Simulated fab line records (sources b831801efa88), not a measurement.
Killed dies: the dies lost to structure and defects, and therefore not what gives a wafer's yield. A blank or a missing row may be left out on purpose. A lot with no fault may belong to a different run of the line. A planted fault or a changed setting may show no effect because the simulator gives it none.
Matching of chambers -- flow sky130 -- cmp-02 running SKY_LI_CONTACT_CMP_24: 4 sister chambers
The step polishes, stops on PSG, t overpolish 20 s, target thk 0 nm. 20 wafers are shown with their chamber, then 10 later ones without.

## WAFERS PAIRED WITH THEIR CHAMBERS
wafer,chamber,motor current A (A),time to endpoint s (s),overpolish run s (s)
L168.1,1,11.2,95,20.012
L168.3,2,10.9,102,19.993
L168.4,0,8.9,95,20.006
L169.1,3,11.0,105,20.011
L169.4,1,11.7,93,19.995
L169.6,0,9.8,96,19.981
L172.1,3,10.7,108,20.002
L172.3,2,11.1,105,20.000
L172.6,2,12.0,106,19.990
L173.3,1,10.5,95,20.012
L173.5,1,10.7,100,19.983
L173.6,0,9.1,92,20.010
L175.1,1,11.2,95,19.989
L175.2,3,10.8,106,19.988
L175.3,0,9.3,96,20.005
L174.2,2,11.2,99,19.987
L174.4,0,9.3,93,20.001
L174.5,0,8.9,94,20.012
L177.2,2,11.0,99,20.004
L177.4,0,9.0,92,20.007

SIGNATURES, as means of the wafers listed above
reading,chamber 0,chamber 1,chamber 2,chamber 3,scatter within a chamber
motor current A,9.186,11.060,11.240,10.833,0.381
time to endpoint s,94.00,95.60,102.20,106.33,2.41
overpolish run s,20.00314,19.99820,19.99480,20.00033,0.0107
Rule: for each reading, subtract the chamber's mean from the wafer's reading, divide by that reading's scatter and square the result; add these up over the readings and take the root, which gives the wafer's distance from the chamber. If the next closest chamber is less than 2 further off than the closest, the wafer can't be placed; otherwise it belongs to the closest. The scatter: take each reading less its chamber's mean, square it, sum over the shown wafers, divide by the number of wafers less the number of chambers, and take the root.

## WAFERS WHOSE CHAMBER IS MISSING
wafer,motor current A (A),time to endpoint s (s),overpolish run s (s)
L177.6,11.9,98,20.020
L178.1,11.3,103,20.000
L178.4,11.6,107,19.997
L178.6,10.7,101,20.006
L179.1,11.0,100,20.017
L179.4,8.8,93,19.992
L179.5,11.4,102,20.009
L184.3,11.2,105,20.004
L184.4,9.5,94,20.005
L184.5,10.9,96,19.989

## CHAMBER TAKEN BY EACH
wafer,from the rows above,in truth
L177.6,can't be placed: 1 or 2 or 3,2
L178.1,can't be placed: 2 or 3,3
L178.4,can't be placed: 3 or 2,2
L178.6,can't be placed: 2 or 3 or 1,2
L179.1,can't be placed: 2 or 1 or 3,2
L179.4,0,0
L179.5,can't be placed: 2 or 3 or 1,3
L184.3,can't be placed: 3 or 2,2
L184.4,0,0
L184.5,can't be placed: 1 or 2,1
Correctly placed: 2 of 10. Not placeable from these rows: 8 (in 8, the candidates include the true chamber). 0 placed wrongly.
